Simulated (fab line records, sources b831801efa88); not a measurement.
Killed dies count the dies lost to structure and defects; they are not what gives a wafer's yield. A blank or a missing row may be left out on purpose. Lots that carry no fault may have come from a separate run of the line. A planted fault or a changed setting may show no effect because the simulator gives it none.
fab line records	flow sky130
[record] lots = 6	wafers = 18	last_day = 50
route steps=708 shown CONTACT@417 PAD_OPEN@708
lots that met no fault: taken from a fault-free run of the same line
start_h: the number of hours between the record's first day and the start of the first shown wafer of the lot	wait_h: hours from the lot's prior step to this one	" unchanged from the row above	L1.1+2: a single row standing in for several wafers	- either no value or no given start	* or withheld: withheld	< > ~ a bound
route shown NAME@n: names a module that has steps shown in the file, with the first one's number in the route	usual: mean/standard deviation taken from wafers without a fault	same: alike in all rows	chamber/n: place in a boat	sites: the reading at each site	_std_site: the values' standard deviation	_edge_site: mean of outer sites minus mean of inner sites	radius_mm: for every site, how far away it sits from the centre of the wafer	mask NAME#n: copy n	behind: the last tool/chamber to shape the wafer	hold: the reason the lot was held/the length of the hold in hours/how it ended	device: names the non-switching transistor (n, p or np)	end of line: the tests these same wafers got at the end of their route	step lacking rows: just its recipe	killed: the dies lost at the first sort to structure and to defects; this is not the yield of the wafer	map: shows each die of a wafer: x if killed, . if not, _ if none is there
set.NAME: the setting the step ran with; set.NAME@STEP: the setting that earlier step ran with	model.NAME: the simulator's own value behind a step, which no gauge read
certain route steps with their lots: each step a table, each wafer a row
services: from which hour (start_h, from the record's first day; less than 0 if before it) a tool's chamber was out of use, for how many hours, and why
[[steps]]
[step SKY_CONTACT_EXPOSE_11]
[recipe] mask_id = CTM1	na = 0.8	source_shape = annular	sigma_inner = 0.55	sigma_outer = 0.85	target_cd_nm = 170	dose_mj = 38
[step SKY_CONTACT_PEB_12]
[recipe] peb_temp_c = withheld	peb_time_s = withheld	resist = KrF-thick
[step SKY_CONTACT_DEVELOP_13]
[recipe] develop_time_s = 60	resist = KrF-thick	dev_temp_c = 21
[step SKY_CONTACT_CD_MEAS_14]
[recipe] target_cd_nm = 170
[usual] cd_nm = 169.4/1.9
lot.wafer	tool	chamber	start_h	wait_h	cd_nm
L155.1	cd_sem-01	-	806.83	-	168.3
L155.2	"	-	"	"	168.4
L155.4	"	-	"	"	168.9
L157.2	cd_sem-01	-	813.49	-	168.5
L157.3	"	-	"	"	168.1
L157.6	"	-	"	"	168.4
L158.1	cd_sem-02	-	821.85	-	171.3
L158.2	"	-	"	"	171.1
L158.6	"	-	"	"	170.5
L162.2	cd_sem-01	-	859.07	-	171.0
L162.4	"	-	"	"	170.9
L162.5	"	-	"	"	169.2
L168.3	cd_sem-01	-	900.47	-	168.4
L168.5	"	-	"	"	168.1
L168.6	"	-	"	"	167.7
L169.1	cd_sem-02	-	906.55	-	172.5
L169.2	"	-	"	"	173.2
L169.6	"	-	"	"	172.7
[step SKY_CONTACT_OVL_MEAS_15]
[usual] CONTACT_OVL = 1/5.1
lot.wafer	tool	chamber	start_h	wait_h	CONTACT_OVL[nm]
L155.1	overlay-02	-	806.95	0.1	5
L155.2	"	-	"	"	2
L155.4	"	-	"	"	-1
L157.2	overlay-01	-	813.60	0.1	1
L157.3	"	-	"	"	2
L157.6	"	-	"	"	1
L158.1	overlay-01	-	821.97	0.1	-5
L158.2	"	-	"	"	-6
L158.6	"	-	"	"	-2
L162.2	overlay-02	-	859.17	0.1	-5
L162.4	"	-	"	"	3
L162.5	"	-	"	"	0
L168.3	overlay-02	-	900.56	0.1	-11
L168.5	"	-	"	"	-6
L168.6	"	-	"	"	-10
L169.1	overlay-01	-	906.67	0.1	-7
L169.2	"	-	"	"	-8
L169.6	"	-	"	"	-2
[step SKY_CONTACT_ETCH_16]
[recipe] chemistry = N2/H2	target = BARC	ion_energy_ev = 200	source_w = 500	bias_w = 100	pressure_mtorr = 30	n2_flow_sccm = 100	h2_flow_sccm = 200	stop_on = SiO2	time_s = 45.9	target_depth_a = 600
[usual] drypump_motor_current_A = 5.6/0.37	n2_flow_sccm = 100.05/0.28	oes_product_au = 0.855/0.0047	throttle_valve_pct = 13.225/0.0085
lot.wafer	tool	chamber	start_h	wait_h	drypump_motor_current_A	n2_flow_sccm	oes_product_au	rf_hours_counter_h	throttle_valve_pct
L155.1	rie_diel-04	2	806.98	0.0	5.4	99.59	0.859	13	13.219
L155.2	"	0	"	"	5.2	100.17	0.856	1	13.217
L155.4	"	3	"	"	5.3	100.52	0.859	6	13.231
L157.2	rie_diel-01	3	813.63	0.0	5.8	100.01	0.849	4	13.221
L157.3	"	0	"	"	5.7	100.04	0.851	3	13.218
L157.6	"	0	"	"	5.7	100.25	0.854	-	13.238
L158.1	rie_diel-04	3	822.00	0.0	5.3	99.81	0.860	7	13.221
L158.2	"	1	"	"	5.2	100.10	0.846	23	13.224
L158.6	"	3	"	"	5.3	100.10	0.862	-	13.221
L162.2	rie_diel-02	3	859.20	0.0	5.7	100.00	0.855	14	13.222
L162.4	"	1	"	"	6.4	99.84	0.858	12	13.231
L162.5	"	2	"	"	4.9	99.85	0.862	-	13.216
L168.3	rie_diel-02	2	900.59	0.0	4.9	100.07	0.858	8	13.232
L168.5	"	0	"	"	5.5	99.83	0.846	-	13.224
L168.6	"	3	"	"	5.7	100.29	0.849	-	13.221
L169.1	rie_diel-04	1	906.70	0.0	5.1	100.33	0.862	25	13.233
L169.2	"	0	"	"	5.2	100.00	0.856	4	13.227
L169.6	"	2	"	"	5.4	100.05	0.860	-	13.220
[step SKY_CONTACT_ETCH_17]
[recipe] target = SiO2	chemistry = C4F8/O2/Ar	stop_on = Si3N4	mask_material = KrF-thick	source_w = 1500	bias_w = 1200	pressure_mtorr = 40	c4f8_flow_sccm = withheld	O2_flow_sccm = 6	Ar_flow_sccm = 300	time_s = withheld	target_depth_a = 3400
[usual] oes_product_au = 0.893/0.0051
lot.wafer	tool	chamber	start_h	wait_h	oes_product_au
L155.1	rie_diel-04	2	807.03	0.0	0.894
L155.2	"	0	"	"	0.886
L155.4	"	3	"	"	0.895
L157.2	rie_diel-01	3	813.67	0.0	0.903
L157.3	"	0	"	"	0.892
L157.6	"	0	"	"	0.897
L158.1	rie_diel-04	3	822.05	0.0	0.895
L158.2	"	1	"	"	0.887
L158.6	"	3	"	"	0.893
L162.2	rie_diel-02	3	859.25	0.0	0.890
L162.4	"	1	"	"	0.903
L162.5	"	2	"	"	0.893
L168.3	rie_diel-02	2	900.63	0.0	0.896
L168.5	"	0	"	"	0.889
L168.6	"	3	"	"	0.887
L169.1	rie_diel-04	1	906.75	0.0	0.895
L169.2	"	0	"	"	0.895
L169.6	"	2	"	"	0.890
[step SKY_CONTACT_ETCH_18]
[recipe] target = Si3N4	chemistry = CHF3/O2	stop_on = TiN	source_w = 600	bias_w = 200	pressure_mtorr = 40	chf3_flow_sccm = 50	O2_flow_sccm = 5	time_s = 39	target_depth_a = 750
[usual] chf3_flow_sccm = 50.02/0.16	drypump_motor_current_A = 5.6/0.37	oes_product_au = 0.855/0.0076	throttle_valve_pct = 8.793/0.0083
lot.wafer	tool	chamber	start_h	wait_h	chf3_flow_sccm	drypump_motor_current_A	oes_product_au	rf_hours_counter_h	throttle_valve_pct
L155.1	rie_diel-04	2	-	-	49.84	5.4	0.843	13	8.785
L155.2	"	0	"	"	49.95	5.3	0.845	1	8.791
L155.4	"	3	"	"	49.99	5.3	0.851	6	8.783
L157.2	rie_diel-01	3	-	-	50.19	5.8	0.860	4	8.808
L157.3	"	0	"	"	49.55	5.6	0.853	3	8.802
L157.6	"	0	"	"	49.76	5.7	0.852	-	8.808
L158.1	rie_diel-04	3	-	-	50.13	5.3	0.843	7	8.785
L158.2	"	1	"	"	49.98	5.2	0.858	23	8.784
L158.6	"	3	"	"	49.82	5.3	0.857	-	8.799
L162.2	rie_diel-02	3	-	-	49.90	5.7	0.842	14	8.794
L162.4	"	1	"	"	49.89	6.4	0.864	13	8.791
L162.5	"	2	"	"	50.03	4.9	0.852	-	8.792
L168.3	rie_diel-02	2	-	-	49.80	4.9	0.855	8	8.799
L168.5	"	0	"	"	50.00	5.5	0.870	-	8.806
L168.6	"	3	"	"	50.19	5.7	0.861	-	8.797
L169.1	rie_diel-04	1	-	-	50.26	5.2	0.855	25	8.789
L169.2	"	0	"	"	50.19	5.2	0.853	4	8.781
L169.6	"	2	"	"	49.89	5.4	0.853	-	8.797
[step SKY_CONTACT_STRIP_19]
[recipe] chemistry = O2/N2	power_w = 1400	pressure_mtorr = 1500	platen_temp_c = withheld	o2_flow_sccm = 3000	n2_flow_sccm = 300	overash_fraction = 0.5
[usual] drypump_motor_current_A = 6.12/0.17	n2_flow_sccm = 299.8/1	oes_product_au = 0.380/0.005	strip_time_to_endpoint_s = 3.619/0.028
lot.wafer	tool	chamber	start_h	wait_h	drypump_motor_current_A	n2_flow_sccm	oes_product_au	rf_hours_counter_h	strip_time_to_endpoint_s
L155.1	plasma_asher-04	1	807.12	-	6.31	299.0	0.385	37	3.653
L155.2	"	0	"	"	5.90	301.1	0.381	37	3.651
L155.4	"	0	"	"	5.86	300.3	0.373	-	3.592
L157.2	plasma_asher-02	1	813.76	-	6.12	300.3	0.377	66	3.629
L157.3	"	0	"	"	5.98	300.0	0.378	-	3.646
L157.6	"	0	"	"	5.95	300.1	0.385	-	3.662
L158.1	plasma_asher-04	1	822.14	-	6.31	298.6	0.377	39	3.618
L158.2	"	0	"	"	5.90	300.6	0.375	39	3.605
L158.6	"	1	"	"	6.32	298.9	0.384	-	3.596
L162.2	plasma_asher-03	0	859.34	-	6.45	298.7	0.385	99	3.624
L162.4	"	1	"	"	6.09	299.3	0.371	-	3.603
L162.5	"	1	"	"	6.08	300.3	0.385	-	3.598
L168.3	plasma_asher-02	1	900.75	-	6.12	301.1	0.376	-	3.595
L168.5	"	1	"	"	6.14	300.9	0.373	-	3.604
L168.6	"	0	"	"	5.98	299.1	0.384	-	3.558
L169.1	plasma_asher-03	1	906.84	-	6.08	301.8	0.386	104	3.606
L169.2	"	0	"	"	6.45	298.8	0.379	104	3.630
L169.6	"	1	"	"	6.07	300.9	0.387	-	3.666
[step SKY_CONTACT_STRIP_20]
[recipe] chemistry = post_etch_residue_remover	time_s = 1200	temp_c = 72.5
[step SKY_CONTACT_CLEAN_21]
[recipe] chemistry = IPA	time_s = 180	temp_c = 25
[step SKY_CONTACT_CLEAN_22]
[recipe] chemistry = O3/DIW	dry = n2_spin
[step SKY_CONTACT_SPUTTER_23]
[recipe] material = TiN	target_thk_nm = 20	chamber_pressure_pa = 5	power_w = 4000	time_s = 80
[usual] throttle_valve_pct = 29.9/0.99
lot.wafer	tool	chamber	start_h	wait_h	throttle_valve_pct	model.TiN_of_CONTACT_SPUTTER_23.thk_nm
L155.1	pvd_sputter-02	-	807.71	0.0	30.9	20.63
L155.2	"	-	"	"	29.9	19.97
L155.4	"	-	"	"	30.1	20.03
L157.2	pvd_sputter-02	-	814.39	0.0	30.8	20.84
L157.3	"	-	"	"	28.3	20.01
L157.6	"	-	"	"	28.4	20.16
L158.1	pvd_sputter-01	-	822.73	0.0	29.9	20.14
L158.2	"	-	"	"	30.1	20.07
L158.6	"	-	"	"	29.0	20.21
L162.2	pvd_sputter-03	-	859.93	0.0	31.4	19.89
L162.4	"	-	"	"	30.8	20.01
L162.5	"	-	"	"	29.5	19.81
L168.3	pvd_sputter-02	-	901.33	0.0	31.0	19.74
L168.5	"	-	"	"	29.7	19.53
L168.6	"	-	"	"	28.2	19.53
L169.1	pvd_sputter-02	-	907.43	0.0	30.1	20.01
L169.2	"	-	"	"	28.3	20.05
L169.6	"	-	"	"	29.7	19.94
[step SKY_CONTACT_CVD_24]
[recipe] material = W	target_thk_nm = 340	time_s = 102.12	temp_c = 400	pressure_torr = 40
[usual] chamber_pressure_Torr = 40.00/0.083	heater_power_w = 883/130
lot.wafer	tool	chamber	start_h	wait_h	chamber_pressure_Torr	heater_power_w
L155.1	cvd_w-02	0	807.77	0.0	39.96	809
L155.2	"	1	"	"	40.03	725
L155.4	"	0	"	"	40.08	816
L157.2	cvd_w-01	0	814.45	0.0	39.98	1043
L157.3	"	0	"	"	40.03	1014
L157.6	"	0	"	"	40.03	1011
L158.1	cvd_w-01	0	822.79	0.0	39.92	1013
L158.2	"	1	"	"	39.95	1014
L158.6	"	0	"	"	39.88	1017
L162.2	cvd_w-02	1	859.99	0.0	40.09	717
L162.4	"	1	"	"	40.13	733
L162.5	"	0	"	"	39.95	818
L168.3	cvd_w-02	0	901.42	0.1	39.91	804
L168.5	"	0	"	"	39.91	793
L168.6	"	1	"	"	39.98	731
L169.1	cvd_w-01	0	907.49	0.0	40.12	1020
L169.2	"	1	"	"	40.09	1044
L169.6	"	0	"	"	40.07	1033
[step SKY_PAD_OPEN_PROBE_99]
[usual] killed_at_M0_to_M3 = 45/7	killed_at_M4_up = 3.4/1.8	killed_at_contacts = 24/5.4	killed_at_front_end = 16/4.8	killed_at_other = 0.4/0.62	killed_dies = 89/10	killed_open = 48/7.2	killed_short = 40/6.3
[same] gross_dies = 492	killed_at_back_side = 0
lot.wafer	tool	chamber	start_h	wait_h	killed_at_M0_to_M3	killed_at_M4_up	killed_at_contacts	killed_at_front_end	killed_at_other	killed_dies	killed_open	killed_short
L157.2	prober-02	-	1133.40	0.1	38	0	23	18	0	79	43	36
L157.3	prober-02	-	1133.45	0.2	56	1	26	9	0	92	49	43
L157.6	prober-02	-	1133.60	0.2	54	4	25	15	0	98	47	51
L158.1	prober-02	-	1141.49	0.1	40	2	20	17	0	79	44	35
L158.2	prober-02	-	1141.54	0.1	45	4	30	19	1	99	56	43
L158.6	prober-02	-	1141.74	0.2	43	0	19	14	0	76	45	31
// killed by level:class
L157.2 VIA2:geometric_particle:open=9 LI_CONTACT:geometric_particle:open=8 CONTACT:geometric_particle:open=6 VIA3:geometric_particle:open=6 CONTACT:geometric_particle:short=5 FIELD_ISO:geometric_particle:short=4 METAL1:geometric_particle:short=4 VIA1:geometric_particle:open=4
L157.3 VIA2:geometric_particle:open=12 VIA1:geometric_particle:open=12 VIA3:geometric_particle:open=9 CONTACT:geometric_particle:short=9 VIA1:geometric_particle:short=9 LI_CONTACT:geometric_particle:open=7 LOCAL_INTERCONNECT:geometric_particle:short=4 METAL1:geometric_particle:short=4
L157.6 VIA1:geometric_particle:open=14 LI_CONTACT:geometric_particle:open=7 METAL1:geometric_particle:short=7 VIA1:geometric_particle:short=7 VIA2:geometric_particle:open=6 CONTACT:geometric_particle:open=6 LOCAL_INTERCONNECT:geometric_particle:short=5 POLY_GATE:geometric_particle:short=4
L158.1 VIA3:geometric_particle:open=8 VIA2:geometric_particle:open=8 CONTACT:geometric_particle:short=7 CONTACT:geometric_particle:open=6 POLY_GATE:geometric_particle:open=5 VIA1:geometric_particle:short=5 VIA1:geometric_particle:open=5 FIELD_ISO:geometric_particle:short=4
L158.2 CONTACT:geometric_particle:open=12 VIA1:geometric_particle:open=11 VIA2:geometric_particle:open=10 CONTACT:geometric_particle:short=7 VIA1:geometric_particle:short=6 METAL1:geometric_particle:short=6 FIELD_ISO:geometric_particle:short=5 POLY_GATE:geometric_particle:open=5
L158.6 VIA1:geometric_particle:open=14 CONTACT:geometric_particle:short=6 VIA2:geometric_particle:open=6 FIELD_ISO:geometric_particle:open=5 LI_CONTACT:geometric_particle:open=5 VIA3:geometric_particle:open=5 CONTACT:geometric_particle:open=4 METAL1:geometric_particle:short=4
[[services]]
tool	chamber	start_h	hours	kind
rie_diel-01	1	783.22	52.3	repair
rie_diel-02	-	785.65	0.3	repair
rie_diel-01	-	788.40	1.1	repair
plasma_asher-03	-	788.57	1.2	repair
rie_diel-02	3	803.67	1.5	repair
plasma_asher-03	-	805.26	26.3	pm
cvd_w-02	-	808.26	2.1	repair
rie_diel-02	1	811.93	5.0	repair
pvd_sputter-03	-	816.81	5.6	repair
rie_diel-01	3	822.50	3.9	repair
pvd_sputter-02	-	842.51	5.4	repair
rie_diel-04	3	842.89	2.9	repair
pvd_sputter-02	0	858.92	-	consumable_replace:kit
pvd_sputter-02	0	858.92	18.0	scheduled_down
pvd_sputter-02	0	858.92	18.0	vent_cycle
cvd_w-01	-	872.66	3.8	pm
rie_diel-01	3	874.57	11.6	repair
pvd_sputter-02	-	877.15	2.6	repair
rie_diel-01	1	886.94	7.8	repair
pvd_sputter-02	-	887.45	5.4	repair
rie_diel-02	-	887.63	0.6	repair
cvd_w-01	-	891.72	0.8	repair
cvd_w-02	-	904.00	14.0	pm
cvd_w-02	0	904.00	14.0	vent_cycle
[[key]]
first_sign none at tools or gauges
[model_effect] step = SKY_CONTACT_SPUTTER_23	value = TiN_of_CONTACT_SPUTTER_23.thk_nm	without = 19.96	struck = 20.74
met_at SKY_CONTACT_SPUTTER_23
struck_wafers L155.1,L157.2
tester_left_out L155,L157
[fault] kind = process_parameter_drift	tool = pvd_sputter-02	chamber = -	onset_h = 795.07	steps = SKY_CONTACT_SPUTTER_23	channel = time_s	offset = *	shape = step	end_h = 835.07	acts_in = *	stated = *	scope = struck_wafers_only
// tester_left_out: of these lots the tester's yield and bins aren't shown, on N5 and GAA mostly nor the transistor test; their killed dies are dies lost to structure and defects alone, not to doping, threshold or leakage, so they don't give the yield
